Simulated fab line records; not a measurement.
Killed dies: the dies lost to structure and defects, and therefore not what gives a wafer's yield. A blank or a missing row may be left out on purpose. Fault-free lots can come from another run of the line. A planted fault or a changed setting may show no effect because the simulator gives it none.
fab line records	flow sky130
record lots=24	wafers=72	last-day=50
route steps=708 shown LOCAL_INTERCONNECT@387 CONTACT@411 METAL1@453 VIA1@471 VIA2@520
lots that met no fault: taken from a fault-free run of the same line
start-h: hours from the record's opening day to when the first of the lot's shown wafers began	wait-h: how many hours have passed since the lot's step before this one	" identical to the entry in the row above	L1.1+2: one row covering several wafers at once	- value missing, or start not given	* or withheld: withheld	< > ~ a bound
route shown NAME@n: a module of which the file shows steps, and the number in the route of the first	usual: average and standard deviation across the fault-free wafers	same: alike in all rows	chamber/n: place in a boat	sites: readings site by site	_std_site: standard deviation across them	_edge_site: inner sites' mean taken away from outer sites' mean	radius-mm: for every site, how far away it sits from the centre of the wafer	mask NAME#n: copy n	behind: the last tool/chamber to shape the wafer	hold: why the lot was held/for how many hours/how that ended	device: which transistor (n, p or np) failed to switch	end of line: at the end of the route, the tests of the same wafers	a step with no rows: only its recipe	killed: count of dies lost to structure and defects at first sort (not the wafer's yield)	map: shows each die of a wafer: x if killed, . if not, _ if none is there
set.NAME: the setting as run; set.NAME@STEP: as run at that earlier step	model.NAME: the simulator's own value behind a step, which no gauge read
steps of the route over a sample of lots; a table a step, a row a wafer
services: from which hour (start-h, from the record's first day; less than 0 if before it) a tool's chamber was out of use, for how many hours, and why
## steps
# step SKY_LOCAL_INTERCONNECT_SPUTTER_00
# recipe material=TiN	target-thk-nm=100	temp-c=300	power-w=6500	time-s=83.3	chamber-pressure-pa=0.4
# usual chamber-pressure-pa=0.4000/0.00076	throttle-valve-pct=30.2/0.95
lot.wafer	tool	chamber	start-h	wait-h	chamber-pressure-pa	throttle-valve-pct
L074.2	pvd-sputter-04	-	666.31	0.1	0.4004	30.5
L074.4	"	-	"	"	0.4008	30.9
L074.5	"	-	"	"	0.3985	30.6
L075.2	pvd-sputter-04	-	683.42	0.2	0.4002	30.2
L075.3	"	-	"	"	0.3988	30.9
L075.5	"	-	"	"	0.4004	31.1
L076.3	pvd-sputter-01	-	686.88	0.2	0.4011	29.0
L076.4	"	-	"	"	0.4003	30.0
L076.6	"	-	"	"	0.4001	30.6
L077.1	pvd-sputter-01	-	693.09	0.2	0.4016	31.8
L077.2	"	-	"	"	0.3985	30.2
L077.6	"	-	"	"	0.3997	30.8
L078.1	pvd-sputter-04	-	701.85	0.2	0.3990	31.0
L078.2	"	-	"	"	0.3990	30.5
L078.3	"	-	"	"	0.3994	31.1
L079.3	pvd-sputter-02	-	714.39	0.2	0.3995	30.2
L079.4	"	-	"	"	0.4003	29.6
L079.5	"	-	"	"	0.4005	30.4
L080.2	pvd-sputter-04	-	727.22	0.2	0.3995	30.7
L080.4	"	-	"	"	0.3999	30.2
L080.6	"	-	"	"	0.4003	30.9
L081.2	pvd-sputter-02	-	734.43	0.1	0.4000	28.0
L081.3	"	-	"	"	0.4003	29.5
L081.4	"	-	"	"	0.3991	30.4
L082.2	pvd-sputter-04	-	744.51	0.2	0.4000	30.5
L082.3	"	-	"	"	0.4002	30.9
L082.4	"	-	"	"	0.3998	30.9
L084.1	pvd-sputter-04	-	753.62	0.2	0.4009	30.2
L084.3	"	-	"	"	0.4005	30.8
L084.4	"	-	"	"	0.4001	30.8
L083.1	pvd-sputter-02	-	756.34	0.1	0.4014	29.5
L083.4	"	-	"	"	0.3991	29.4
L083.5	"	-	"	"	0.4010	30.5
L085.1	pvd-sputter-04	-	767.39	0.1	0.3993	31.0
L085.2	"	-	"	"	0.4003	31.2
L085.4	"	-	"	"	0.4002	30.5
L086.2	pvd-sputter-02	-	773.64	0.1	0.4005	29.3
L086.3	"	-	"	"	0.4000	30.4
L086.6	"	-	"	"	0.3996	29.6
L087.1	pvd-sputter-02	-	783.97	0.1	0.3994	29.3
L087.3	"	-	"	"	0.4006	28.0
L087.6	"	-	"	"	0.3989	30.4
L088.3	pvd-sputter-04	-	791.78	0.2	0.3985	31.3
L088.5	"	-	"	"	0.4010	30.9
L088.6	"	-	"	"	0.4000	31.3
L089.1	pvd-sputter-04	-	792.09	0.2	0.3997	31.1
L089.5	"	-	"	"	0.3992	30.9
L089.6	"	-	"	"	0.4009	30.9
L090.1	pvd-sputter-02	-	802.19	0.1	0.4014	30.3
L090.5	"	-	"	"	0.4008	30.5
L090.6	"	-	"	"	0.4017	29.6
L091.2	pvd-sputter-02	-	805.84	0.1	0.3998	29.4
L091.4	"	-	"	"	0.3991	30.5
L091.6	"	-	"	"	0.4006	30.4
L092.1	pvd-sputter-02	-	819.13	0.1	0.4002	28.2
L092.4	"	-	"	"	0.3999	30.3
L092.5	"	-	"	"	0.3994	27.5
L093.1	pvd-sputter-01	-	822.04	0.2	0.3993	31.6
L093.2	"	-	"	"	0.3999	30.0
L093.3	"	-	"	"	0.4012	29.0
L094.1	pvd-sputter-04	-	829.21	0.2	0.3996	31.2
L094.2	"	-	"	"	0.3996	30.5
L094.4	"	-	"	"	0.3992	30.8
L095.1	pvd-sputter-02	-	836.38	0.1	0.3990	29.3
L095.2	"	-	"	"	0.4005	27.9
L095.6	"	-	"	"	0.3999	27.8
L096.1	pvd-sputter-01	-	840.80	0.1	0.4001	30.7
L096.4	"	-	"	"	0.3999	28.9
L096.6	"	-	"	"	0.3992	31.6
L097.2	pvd-sputter-04	-	844.79	0.1	0.4007	30.4
L097.5	"	-	"	"	0.4002	30.8
L097.6	"	-	"	"	0.3999	30.1
# step SKY_CONTACT_BOW_MEAS_05
# recipe mode=bow
# usual CONTACT_BOW=81/6.8
lot.wafer	tool	chamber	start-h	wait-h	CONTACT_BOW[um]
L074.2	film-metro-03	-	696.64	0.1	87
L074.4	"	-	"	"	86
L074.5	"	-	"	"	81
L075.2	film-metro-03	-	712.93	0.2	83
L075.3	"	-	"	"	83
L075.5	"	-	"	"	74
L076.3	film-metro-02	-	716.40	0.3	75
L076.4	"	-	"	"	69
L076.6	"	-	"	"	79
L077.1	film-metro-02	-	722.26	0.1	80
L077.2	"	-	"	"	87
L077.6	"	-	"	"	79
L078.1	film-metro-02	-	731.24	0.2	79
L078.2	"	-	"	"	71
L078.3	"	-	"	"	78
L079.3	film-metro-03	-	743.67	0.2	76
L079.4	"	-	"	"	80
L079.5	"	-	"	"	67
L080.2	film-metro-01	-	756.64	0.2	90
L080.4	"	-	"	"	86
L080.6	"	-	"	"	88
L081.2	film-metro-01	-	763.94	0.2	73
L081.3	"	-	"	"	86
L081.4	"	-	"	"	84
L082.2	film-metro-01	-	774.19	0.2	92
L082.3	"	-	"	"	85
L082.4	"	-	"	"	87
L084.1	film-metro-02	-	782.12	0.1	73
L084.3	"	-	"	"	77
L084.4	"	-	"	"	68
L083.1	film-metro-02	-	784.87	0.1	86
L083.4	"	-	"	"	82
L083.5	"	-	"	"	87
L085.1	film-metro-01	-	796.24	0.2	81
L085.2	"	-	"	"	95
L085.4	"	-	"	"	83
L086.2	film-metro-02	-	803.11	0.2	86
L086.3	"	-	"	"	81
L086.6	"	-	"	"	77
L087.1	film-metro-02	-	811.92	0.1	75
L087.3	"	-	"	"	86
L087.6	"	-	"	"	84
L088.3	film-metro-02	-	819.60	0.2	87
L088.5	"	-	"	"	71
L088.6	"	-	"	"	67
L089.1	film-metro-02	-	820.51	0.1	80
L089.5	"	-	"	"	76
L089.6	"	-	"	"	80
L090.1	film-metro-01	-	829.73	0.1	86
L090.5	"	-	"	"	74
L090.6	"	-	"	"	93
L091.2	film-metro-01	-	834.14	0.2	74
L091.4	"	-	"	"	75
L091.6	"	-	"	"	71
L092.1	film-metro-02	-	847.40	0.1	94
L092.4	"	-	"	"	88
L092.5	"	-	"	"	78
L093.1	film-metro-02	-	849.59	0.1	78
L093.2	"	-	"	"	73
L093.3	"	-	"	"	79
L094.1	film-metro-03	-	856.94	0.2	76
L094.2	"	-	"	"	80
L094.4	"	-	"	"	78
L095.1	film-metro-02	-	864.14	0.2	76
L095.2	"	-	"	"	86
L095.6	"	-	"	"	72
L096.1	film-metro-01	-	868.05	0.1	80
L096.4	"	-	"	"	91
L096.6	"	-	"	"	71
L097.2	film-metro-02	-	872.09	0.2	97
L097.5	"	-	"	"	86
L097.6	"	-	"	"	93
# step SKY_METAL1_METAL_ETCH_19
# recipe target-depth-a=3600	stop-on=SiO2	over-etch-frac=0.3	time-s=78	chemistry=Cl2/BCl3	resist-sidewall-deg=88	pressure-mtorr=10	icp-w=900	bias-w=49.25	Cl2_flow_sccm=60	bcl3-flow-sccm=30
# usual bias-w=49.24/0.16	chamber-pressure-mTorr=10.002/0.0091	drypump-motor-current-A=5.8/0.35	oes-product-au=0.854/0.0061	throttle-valve-pct=22.265/0.0091
lot.wafer	tool	chamber	start-h	wait-h	bias-w	chamber-pressure-mTorr	drypump-motor-current-A	oes-product-au	rf-hours-counter-h	throttle-valve-pct
L074.2	rie-metal-03	0	753.39	0.0	49.38	9.986	5.3	0.841	4	22.265
L074.4	"	1	"	"	49.20	10.009	5.9	0.844	-	22.257
L074.5	"	0	"	"	49.44	9.993	5.3	0.840	-	22.255
L075.2	rie-metal-03	1	770.75	0.1	49.24	10.000	5.9	0.852	-	22.265
L075.3	"	1	"	"	49.36	9.990	5.9	0.846	-	22.249
L075.5	"	1	"	"	49.41	9.987	5.9	0.854	-	22.252
L076.3	rie-metal-03	1	774.14	0.1	49.20	10.009	5.9	0.859	-	22.259
L076.4	"	1	"	"	48.91	9.979	5.9	0.861	-	22.262
L076.6	"	1	"	"	48.99	9.997	5.9	0.853	-	22.264
L077.1	rie-metal-03	1	778.80	0.1	49.17	10.006	5.9	0.849	8	22.278
L077.2	"	1	"	"	49.18	10.001	5.9	0.858	-	22.258
L077.6	"	1	"	"	49.42	10.008	5.9	0.850	-	22.266
L078.1	rie-metal-01	1	787.42	0.0	49.10	9.999	6.0	0.846	14	22.259
L078.2	"	0	"	"	49.27	10.006	5.5	0.857	12	22.264
L078.3	"	0	"	"	49.47	10.001	5.5	0.850	-	22.270
L079.3	rie-metal-03	1	801.26	0.1	48.95	10.012	5.9	0.863	-	22.265
L079.4	"	0	"	"	48.92	10.001	5.3	0.854	-	22.257
L079.5	"	0	"	"	49.19	10.003	5.3	0.862	-	22.269
L080.2	rie-metal-03	1	812.29	0.0	49.10	9.997	5.9	0.856	9	22.250
L080.4	"	1	"	"	49.21	10.008	5.9	0.859	-	22.261
L080.6	"	0	"	"	49.11	10.007	5.3	0.860	-	22.257
L081.2	rie-metal-03	1	820.02	0.0	49.06	9.995	5.9	0.864	9	22.275
L081.3	"	0	"	"	48.94	10.008	5.3	0.853	-	22.267
L081.4	"	1	"	"	49.19	10.007	5.9	0.853	-	22.270
L082.2	rie-metal-03	0	830.34	0.0	49.09	9.991	5.3	0.856	6	22.265
L082.3	"	1	"	"	49.40	10.002	5.9	0.851	-	22.255
L082.4	"	0	"	"	49.11	9.992	5.2	0.851	-	22.261
L084.1	rie-metal-01	0	837.48	0.1	49.34	9.998	5.5	0.859	14	22.269
L084.3	"	0	"	"	49.43	9.980	5.5	0.857	-	22.275
L084.4	"	0	"	"	49.40	9.992	5.5	0.854	-	22.271
L083.1	rie-metal-04	0	839.92	0.0	49.08	10.000	5.7	0.852	15	22.260
L083.4	"	0	"	"	49.30	9.996	5.7	0.860	-	22.271
L083.5	"	1	"	"	49.08	10.009	6.4	0.859	-	22.264
L085.1	rie-metal-04	1	850.70	0.0	49.22	9.985	6.4	0.856	2	22.266
L085.2	"	0	"	"	49.37	10.006	5.7	0.857	15	22.279
L085.4	"	0	"	"	49.21	10.012	5.7	0.857	-	22.264
L086.2	rie-metal-01	1	857.90	0.0	49.22	9.996	6.0	0.850	1	22.262
L086.3	"	1	"	"	49.11	9.994	6.0	0.852	-	22.256
L086.6	"	0	"	"	49.42	9.993	5.5	0.843	-	22.265
L087.1	rie-metal-04	1	865.94	0.0	49.33	10.022	6.4	0.868	3	22.273
L087.3	"	1	"	"	49.34	9.997	6.4	0.861	-	22.268
L087.6	"	0	"	"	49.43	10.008	5.7	0.859	-	22.247
L089.1	rie-metal-03	0	874.05	0.0	49.55	9.998	5.3	0.858	9	22.269
L089.5	"	1	"	"	49.32	9.996	5.9	0.854	-	22.263
L089.6	"	0	"	"	49.50	10.021	5.3	0.853	-	22.258
L088.3	rie-metal-01	0	874.43	0.1	49.21	10.001	5.5	0.859	-	22.274
L088.5	"	0	"	"	49.25	9.998	5.5	0.853	-	22.278
L088.6	"	1	"	"	49.09	9.998	6.0	0.855	-	22.272
L090.1	rie-metal-04	0	883.30	0.0	49.28	10.009	5.7	0.851	17	22.265
L090.5	"	0	"	"	49.05	9.985	5.7	0.841	-	22.273
L090.6	"	1	"	"	49.04	9.996	6.4	0.851	-	22.257
L091.2	rie-metal-03	0	887.14	0.0	49.06	10.010	5.3	0.857	10	22.292
L091.4	"	0	"	"	49.08	10.017	5.3	0.852	-	22.274
L091.6	"	0	"	"	49.10	9.991	5.3	0.849	-	22.249
L092.1	rie-metal-04	0	901.09	0.0	49.33	9.987	5.7	0.857	17	22.262
L092.4	"	0	"	"	49.13	10.004	5.7	0.861	-	22.275
L092.5	"	1	"	"	49.29	10.011	6.4	0.851	-	22.268
L093.1	rie-metal-01	1	903.59	0.1	49.26	9.999	6.0	0.847	3	22.256
L093.2	"	1	"	"	49.42	10.006	6.0	0.859	-	22.252
L093.3	"	1	"	"	49.41	9.987	6.1	0.865	-	22.259
L094.1	rie-metal-04	0	910.55	0.0	49.30	9.990	5.7	0.858	18	22.266
L094.2	"	1	"	"	49.08	10.003	6.4	0.860	4	22.281
L094.4	"	1	"	"	49.18	10.005	6.4	0.858	-	22.273
L095.1	rie-metal-01	1	916.60	0.1	49.25	9.997	6.0	0.853	4	22.252
L095.2	"	1	"	"	49.23	9.990	6.0	0.847	-	22.277
L095.6	"	1	"	"	49.23	9.995	6.0	0.860	-	22.270
L096.1	rie-metal-01	0	920.60	0.0	49.29	9.998	5.5	0.845	0	22.269
L096.4	"	1	"	"	49.31	10.012	6.0	0.856	-	22.271
L096.6	"	0	"	"	49.20	10.022	5.5	0.867	-	22.247
L097.2	rie-metal-04	0	925.57	0.0	49.32	10.003	5.7	0.843	18	22.259
L097.5	"	1	"	"	49.34	9.993	6.4	0.852	-	22.251
L097.6	"	0	"	"	49.20	10.005	5.7	0.845	-	22.264
# step SKY_VIA1_OVL_MEAS_13
# usual VIA1_OVL=-2/5.2
lot.wafer	tool	chamber	start-h	wait-h	VIA1_OVL[nm]
L074.2	overlay-02	-	782.13	0.1	-9
L074.4	"	-	"	"	-11
L074.5	"	-	"	"	-7
L075.2	overlay-02	-	800.75	0.1	-2
L075.3	"	-	"	"	6
L075.5	"	-	"	"	0
L076.3	overlay-01	-	802.18	0.1	-1
L076.4	"	-	"	"	-4
L076.6	"	-	"	"	0
L077.1	overlay-01	-	806.81	0.1	-6
L077.2	"	-	"	"	0
L077.6	"	-	"	"	-2
L078.1	overlay-02	-	814.43	0.1	-12
L078.2	"	-	"	"	-2
L078.3	"	-	"	"	-6
L079.3	overlay-01	-	828.63	0.1	2
L079.4	"	-	"	"	6
L079.5	"	-	"	"	7
L080.2	overlay-02	-	839.77	0.1	-2
L080.4	"	-	"	"	0
L080.6	"	-	"	"	-2
L081.2	overlay-02	-	847.98	0.1	-9
L081.3	"	-	"	"	-5
L081.4	"	-	"	"	-3
L082.2	overlay-01	-	857.43	0.1	10
L082.3	"	-	"	"	1
L082.4	"	-	"	"	4
L084.1	overlay-02	-	865.46	0.1	2
L084.3	"	-	"	"	-8
L084.4	"	-	"	"	-8
L083.1	overlay-01	-	867.11	0.1	-1
L083.4	"	-	"	"	-2
L083.5	"	-	"	"	-10
L085.1	overlay-01	-	878.68	0.1	-12
L085.2	"	-	"	"	-4
L085.4	"	-	"	"	-6
L086.2	overlay-01	-	885.33	0.1	4
L086.3	"	-	"	"	-1
L086.6	"	-	"	"	1
L087.1	overlay-02	-	893.17	0.1	-8
L087.3	"	-	"	"	-5
L087.6	"	-	"	"	-2
L089.1	overlay-02	-	901.12	0.1	0
L089.5	"	-	"	"	-12
L089.6	"	-	"	"	-8
L088.3	overlay-02	-	901.78	0.1	-7
L088.5	"	-	"	"	-5
L088.6	"	-	"	"	1
L090.1	overlay-02	-	910.03	0.1	-7
L090.5	"	-	"	"	3
L090.6	"	-	"	"	8
L091.2	overlay-01	-	914.12	0.1	1
L091.4	"	-	"	"	0
L091.6	"	-	"	"	2
L092.1	overlay-02	-	927.13	0.1	4
L092.4	"	-	"	"	-3
L092.5	"	-	"	"	-4
L093.1	overlay-01	-	930.52	0.1	10
L093.2	"	-	"	"	3
L093.3	"	-	"	"	6
L094.1	overlay-02	-	937.02	0.1	0
L094.2	"	-	"	"	-9
L094.4	"	-	"	"	-6
L095.1	overlay-01	-	943.32	0.1	-3
L095.2	"	-	"	"	-4
L095.6	"	-	"	"	-3
L096.1	overlay-02	-	947.41	0.1	-2
L096.4	"	-	"	"	3
L096.6	"	-	"	"	-1
L097.2	overlay-02	-	951.92	0.1	-4
L097.5	"	-	"	"	-5
L097.6	"	-	"	"	2
# step SKY_VIA2_OVL_MEAS_13
# usual VIA2_OVL=3/5.7
lot.wafer	tool	chamber	start-h	wait-h	VIA2_OVL[nm]
L074.2	overlay-02	-	837.93	0.1	1
L074.4	"	-	"	"	6
L074.5	"	-	"	"	6
L075.2	overlay-01	-	856.28	0.1	0
L075.3	"	-	"	"	5
L075.5	"	-	"	"	2
L076.3	overlay-01	-	858.89	0.1	6
L076.4	"	-	"	"	6
L076.6	"	-	"	"	11
L077.1	overlay-02	-	861.83	0.1	5
L077.2	"	-	"	"	2
L077.6	"	-	"	"	2
L078.1	overlay-01	-	869.52	0.1	1
L078.2	"	-	"	"	2
L078.3	"	-	"	"	-4
L079.3	overlay-01	-	883.25	0.1	12
L079.4	"	-	"	"	6
L079.5	"	-	"	"	11
L080.2	overlay-02	-	894.53	0.1	-1
L080.4	"	-	"	"	-2
L080.6	"	-	"	"	5
L081.2	overlay-01	-	902.63	0.1	-4
L081.3	"	-	"	"	-9
L081.4	"	-	"	"	-8
L082.2	overlay-01	-	912.18	0.1	0
L082.3	"	-	"	"	0
L082.4	"	-	"	"	4
L084.1	overlay-01	-	919.28	0.1	9
L084.3	"	-	"	"	-2
L084.4	"	-	"	"	-4
L083.1	overlay-01	-	921.79	0.1	7
L083.4	"	-	"	"	8
L083.5	"	-	"	"	7
L085.1	overlay-01	-	932.07	0.1	5
L085.2	"	-	"	"	0
L085.4	"	-	"	"	1
L086.2	overlay-01	-	939.63	0.1	-2
L086.3	"	-	"	"	7
L086.6	"	-	"	"	-1
L087.1	overlay-02	-	945.89	0.1	-6
L087.3	"	-	"	"	-5
L087.6	"	-	"	"	-4
L089.1	overlay-02	-	953.79	0.1	2
L089.5	"	-	"	"	3
L089.6	"	-	"	"	9
L088.3	overlay-01	-	954.81	0.1	11
L088.5	"	-	"	"	7
L088.6	"	-	"	"	11
L090.1	overlay-01	-	963.73	0.1	7
L090.5	"	-	"	"	3
L090.6	"	-	"	"	4
L091.2	overlay-01	-	967.03	0.1	6
L091.4	"	-	"	"	-3
L091.6	"	-	"	"	-3
L092.1	overlay-01	-	978.84	0.1	-8
L092.4	"	-	"	"	-1
L092.5	"	-	"	"	-1
L093.1	overlay-01	-	982.19	0.1	4
L093.2	"	-	"	"	0
L093.3	"	-	"	"	1
L094.1	overlay-02	-	989.12	0.1	3
L094.2	"	-	"	"	5
L094.4	"	-	"	"	6
L095.1	overlay-01	-	994.64	0.1	-4
L095.2	"	-	"	"	4
L095.6	"	-	"	"	-1
L096.1	overlay-02	-	998.38	0.1	2
L096.4	"	-	"	"	8
L096.6	"	-	"	"	4
L097.2	overlay-01	-	1002.23	0.1	14
L097.5	"	-	"	"	12
L097.6	"	-	"	"	10
# step SKY_VIA2_ETCH_15
# recipe target=SiO2	chemistry=C4F8/O2/Ar	target-depth-nm=546	stop-on=TiN	mask-material=KrF-thick	source-w=1500	bias-w=1200	pressure-mtorr=40	c4f8-flow-sccm=withheld	O2_flow_sccm=6	Ar_flow_sccm=300	time-s=84
# usual bias-w=1200/3.2	chamber-pressure-mTorr=40.00/0.035	oes-product-au=0.939/0.0048
lot.wafer	tool	chamber	start-h	wait-h	bias-w	chamber-pressure-mTorr	oes-product-au	rf-hours-counter-h
L074.2	rie-diel-02	1	838.00	0.0	1197	40.00	0.931	6
L074.4	"	2	"	"	1199	40.01	0.941	6
L074.5	"	0	"	"	1202	40.00	0.939	-
L075.2	rie-diel-01	3	856.35	0.0	1198	40.02	0.931	10
L075.3	"	2	"	"	1200	40.02	0.937	17
L075.5	"	2	"	"	1203	39.99	0.936	-
L076.3	rie-diel-01	0	858.95	0.0	1202	39.98	0.946	7
L076.4	"	2	"	"	1204	39.99	0.929	17
L076.6	"	3	"	"	1203	39.99	0.942	-
L077.1	rie-diel-04	2	861.90	0.0	1199	40.04	0.941	18
L077.2	"	0	"	"	1195	39.99	0.937	4
L077.6	"	0	"	"	1194	40.00	0.937	-
L078.1	rie-diel-01	0	869.60	0.0	1202	40.04	0.934	8
L078.2	"	1	"	"	1201	40.00	0.941	9
L078.3	"	3	"	"	1202	39.96	0.942	10
L079.3	rie-diel-01	1	883.32	0.0	1196	39.95	0.950	9
L079.4	"	3	"	"	1203	39.98	0.938	11
L079.5	"	3	"	"	1199	39.90	0.928	-
L080.2	rie-diel-02	1	894.60	0.0	1207	39.99	0.931	8
L080.4	"	0	"	"	1200	39.98	0.942	6
L080.6	"	0	"	"	1202	40.03	0.935	-
L081.2	rie-diel-02	1	902.71	0.0	1197	40.03	0.940	8
L081.3	"	2	"	"	1198	40.03	0.934	8
L081.4	"	3	"	"	1208	40.06	0.938	14
L082.2	rie-diel-04	0	912.25	0.0	1201	40.00	0.938	6
L082.3	"	2	"	"	1203	39.99	0.929	20
L082.4	"	1	"	"	1205	40.01	0.947	30
L084.1	rie-diel-04	3	919.36	0.0	1200	40.02	0.938	3
L084.3	"	2	"	"	1198	39.95	0.945	20
L084.4	"	0	"	"	1205	40.06	0.935	6
L083.1	rie-diel-01	1	921.87	0.0	1196	39.94	0.936	10
L083.4	"	3	"	"	1205	39.99	0.935	12
L083.5	"	1	"	"	1192	39.96	0.936	-
L085.1	rie-diel-01	3	932.15	0.0	1195	39.98	0.938	12
L085.2	"	2	"	"	1202	39.99	0.940	19
L085.4	"	1	"	"	1197	39.99	0.945	10
L086.2	rie-diel-02	1	939.70	0.0	1206	40.05	0.937	9
L086.3	"	0	"	"	1197	40.02	0.939	7
L086.6	"	0	"	"	1200	39.99	0.941	-
L087.1	rie-diel-01	2	945.97	0.0	1198	40.06	0.943	20
L087.3	"	3	"	"	1198	40.01	0.939	12
L087.6	"	0	"	"	1202	40.05	0.952	-
L089.1	rie-diel-02	1	953.87	0.0	1195	40.02	0.931	10
L089.5	"	3	"	"	1200	39.96	0.937	-
L089.6	"	2	"	"	1204	40.03	0.938	-
L088.3	rie-diel-02	1	954.88	0.0	1198	39.94	0.943	10
L088.5	"	2	"	"	1197	40.00	0.946	-
L088.6	"	3	"	"	1200	39.98	0.935	-
L090.1	rie-diel-01	2	963.81	0.0	1199	39.96	0.941	20
L090.5	"	0	"	"	1198	40.03	0.933	-
L090.6	"	1	"	"	1203	40.00	0.940	-
L091.2	rie-diel-02	3	967.11	0.0	1199	40.01	0.943	16
L091.4	"	2	"	"	1198	40.03	0.933	10
L091.6	"	1	"	"	1199	40.00	0.931	-
L092.1	rie-diel-04	1	978.92	0.0	1203	40.02	0.939	1
L092.4	"	3	"	"	1196	40.01	0.937	5
L092.5	"	0	"	"	1199	39.97	0.938	-
L093.1	rie-diel-04	3	982.27	0.0	1197	40.00	0.935	5
L093.2	"	1	"	"	1200	40.00	0.947	1
L093.3	"	0	"	"	1197	40.02	0.934	8
L094.1	rie-diel-02	0	989.20	0.0	1196	40.00	0.937	9
L094.2	"	2	"	"	1200	39.99	0.941	11
L094.4	"	0	"	"	1196	39.98	0.940	-
L095.1	rie-diel-04	0	994.72	0.0	1199	40.10	0.940	9
L095.2	"	1	"	"	1203	40.00	0.937	1
L095.6	"	3	"	"	1197	39.97	0.947	-
L096.1	rie-diel-04	2	998.46	0.0	1198	40.00	0.937	23
L096.4	"	0	"	"	1199	40.03	0.944	9
L096.6	"	3	"	"	1206	40.01	0.941	-
L097.2	rie-diel-04	1	1002.30	0.0	1193	39.98	0.943	2
L097.5	"	2	"	"	1198	39.96	0.939	-
L097.6	"	3	"	"	1203	39.95	0.935	-
## services
tool	chamber	start-h	hours	kind
pvd-sputter-02	-	645.58	0.9	repair
pvd-sputter-04	-	653.75	1.5	repair
rie-diel-04	2	663.22	6.4	repair
rie-diel-02	3	673.17	13.3	repair
rie-metal-03	-	698.53	2.8	pm
rie-diel-04	2	719.57	5.8	repair
pvd-sputter-02	-	741.70	4.7	repair
rie-metal-03	0	761.36	18.9	repair
rie-diel-01	0	761.67	13.6	repair
pvd-sputter-02	-	789.61	2.8	repair
rie-diel-02	0	792.24	3.8	repair
rie-diel-02	0	801.27	6.8	repair
rie-diel-02	2	806.87	10.0	repair
pvd-sputter-04	-	808.97	1.4	repair
pvd-sputter-04	-	816.75	6.7	repair
rie-diel-04	-	824.38	0.5	repair
rie-diel-02	3	831.97	1.7	repair
rie-metal-03	1	838.38	15.3	repair
rie-diel-01	3	924.05	4.1	repair
pvd-sputter-02	-	929.54	5.4	repair
rie-diel-04	1	936.15	7.9	repair
rie-metal-03	-	941.99	1.4	pm
rie-metal-03	-	951.21	4.3	pm
pvd-sputter-04	-	1001.93	8.5	repair
## key
fault none
